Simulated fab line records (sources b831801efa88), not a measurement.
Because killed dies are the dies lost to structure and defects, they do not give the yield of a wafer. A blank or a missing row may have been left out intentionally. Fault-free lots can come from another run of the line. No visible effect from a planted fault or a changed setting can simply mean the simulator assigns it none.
Split-lot experiment    flow sky130    23 wafers read from 5 lots, route of 708 steps

## ABOUT THE SPLIT
At SKY_CONTACT_SPUTTER_23 (material TiN, target thk 20 nm, time 80 s), the setting chamber_pressure_pa was moved away from the recipe's 5 Pa on 15 of the 23 wafers read, by +3.8% to +10.5%. All remaining wafers had this setting at the recipe value.

The reading comes from the split's own step.

## THE READING
TiN_of_CONTACT_SPUTTER_23.thk_nm (the simulator's own value, which no gauge read), in nm, at SKY_CONTACT_SPUTTER_23 (material TiN, target thk 20 nm, time 80 s). The file gives no usual value for it. Across the 8 wafers here that went through the recipe, the average is 20.16 nm and the standard deviation 0.14 nm.

wafer   tool, chamber at the split  chamber_pressure_pa as run, Pa  against the recipe  TiN_of_CONTACT_SPUTTER_23.thk_nm, nm  against lot-mates on the recipe
L076.1  pvd_sputter-03, -           5.42                            +8.4%               18.6                                  no lot-mate on the recipe
L076.2  pvd_sputter-03, -           5.42                            +8.4%               18.62                                 no lot-mate on the recipe
L076.4  pvd_sputter-03, -           5.42                            +8.4%               18.2                                  no lot-mate on the recipe
L076.5  pvd_sputter-03, -           5.42                            +8.4%               18.25                                 no lot-mate on the recipe
L076.6  pvd_sputter-03, -           5.42                            +8.4%               18.46                                 no lot-mate on the recipe
L079.1  pvd_sputter-04, -           5                               recipe              20.21                                 -
L079.3  pvd_sputter-04, -           5                               recipe              20.11                                 -
L079.4  pvd_sputter-04, -           5                               recipe              20.29                                 -
L079.5  pvd_sputter-04, -           5                               recipe              19.9                                  -
L079.6  pvd_sputter-04, -           5                               recipe              20.13                                 -
L080.2  pvd_sputter-04, -           5.188                           +3.8%               19.45                                 no lot-mate on the recipe
L080.3  pvd_sputter-04, -           5.188                           +3.8%               19.67                                 no lot-mate on the recipe
L080.4  pvd_sputter-04, -           5.188                           +3.8%               19.56                                 no lot-mate on the recipe
L080.5  pvd_sputter-04, -           5.188                           +3.8%               19.42                                 no lot-mate on the recipe
L080.6  pvd_sputter-04, -           5.188                           +3.8%               19.69                                 no lot-mate on the recipe
L084.3  pvd_sputter-01, -           5                               recipe              20.09                                 -
L084.4  pvd_sputter-01, -           5                               recipe              20.16                                 -
L084.6  pvd_sputter-01, -           5                               recipe              20.42                                 -
L083.1  pvd_sputter-03, -           5.527                           +10.5%              18.03                                 no lot-mate on the recipe
L083.3  pvd_sputter-03, -           5.527                           +10.5%              18.22                                 no lot-mate on the recipe
L083.4  pvd_sputter-03, -           5.527                           +10.5%              18.26                                 no lot-mate on the recipe
L083.5  pvd_sputter-03, -           5.527                           +10.5%              17.98                                 no lot-mate on the recipe
L083.6  pvd_sputter-03, -           5.527                           +10.5%              18.42                                 no lot-mate on the recipe

THE FIT
A straight line over all 23 wafers: TiN_of_CONTACT_SPUTTER_23.thk_nm changes by -0.196 nm for each +1% of chamber_pressure_pa; r = -0.98; the points scatter about the line by 0.18 nm.
Too few moved wafers have a lot-mate on the recipe to fit a line with each lot's own level taken away.

## THE FILE'S OWN FIT
TiN_of_CONTACT_SPUTTER_23.thk_nm changes by -0.196 nm for each +1% of chamber_pressure_pa, r = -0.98.
